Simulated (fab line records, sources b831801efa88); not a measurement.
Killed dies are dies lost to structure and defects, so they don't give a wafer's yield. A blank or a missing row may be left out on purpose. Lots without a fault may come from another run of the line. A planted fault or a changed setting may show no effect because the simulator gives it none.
Chamber matching | flow gf180mcu | GF_V2_CVD_02 on pecvd-04: 3 sister chambers
The step deposits SiO2 from TEOS, target thk 850 nm, time 94.851 s. 14 wafers are shown with their chamber, then 7 later ones without.

WAFERS WITH THEIR CHAMBER
wafer  | chamber | heater_power_w (W) | susceptor_temp_C (C)
L286.2 | 0       | 579                | 400.14
L286.3 | 2       | 753                | 399.71
L286.5 | 2       | 827                | 399.85
L287.3 | 2       | 920                | 400.23
L287.4 | 2       | 768                | 399.99
L287.6 | 1       | 552                | 400.64
L290.2 | 0       | 702                | 399.92
L290.3 | 1       | 499                | 399.55
L290.6 | 2       | 779                | 399.95
L292.3 | 2       | 749                | 399.92
L292.4 | 0       | 678                | 400.55
L292.6 | 2       | 832                | 399.83
L307.2 | 0       | 593                | 399.90
L307.3 | 1       | 528                | 399.85

SIGNATURES (means of the wafers above)
reading          | chamber 0 | chamber 1 | chamber 2 | scatter within a chamber
heater_power_w   | 638.00    | 526.33    | 804.00    | 56.3
susceptor_temp_C | 400.1275  | 400.0133  | 399.9257  | 0.311
Rule: a wafer's distance from a chamber is the root of the sum, over the readings, of the square of ((its reading less the chamber's mean) divided by the reading's scatter). The wafer belongs to the nearest chamber; if the next one is less than 2 further off, it can't be placed. The scatter: the root of (the sum of the squares of (reading less its chamber's mean) over the shown wafers, divided by (wafers less chambers)).

WAFERS WITHOUT THEIR CHAMBER
wafer  | heater_power_w (W) | susceptor_temp_C (C)
L307.6 | 658                | 400.27
L308.2 | 950                | 400.01
L308.5 | 566                | 400.31
L308.6 | 623                | 399.93
L309.4 | 878                | 400.14
L309.5 | 700                | 400.22
L309.6 | 582                | 399.97

WHICH CHAMBER EACH WENT THROUGH
wafer  | from the rows above     | in truth
L307.6 | can't be placed: 0 or 1 | 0
L308.2 | 2                       | 2
L308.5 | can't be placed: 1 or 0 | 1
L308.6 | can't be placed: 0 or 1 | 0
L309.4 | 2                       | 2
L309.5 | can't be placed: 0 or 2 | 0
L309.6 | can't be placed: 1 or 0 | 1
Placed correctly: 2 of 7. Can't be placed from these rows: 5 (the true chamber is among the candidates in 5). Placed wrongly: 0.
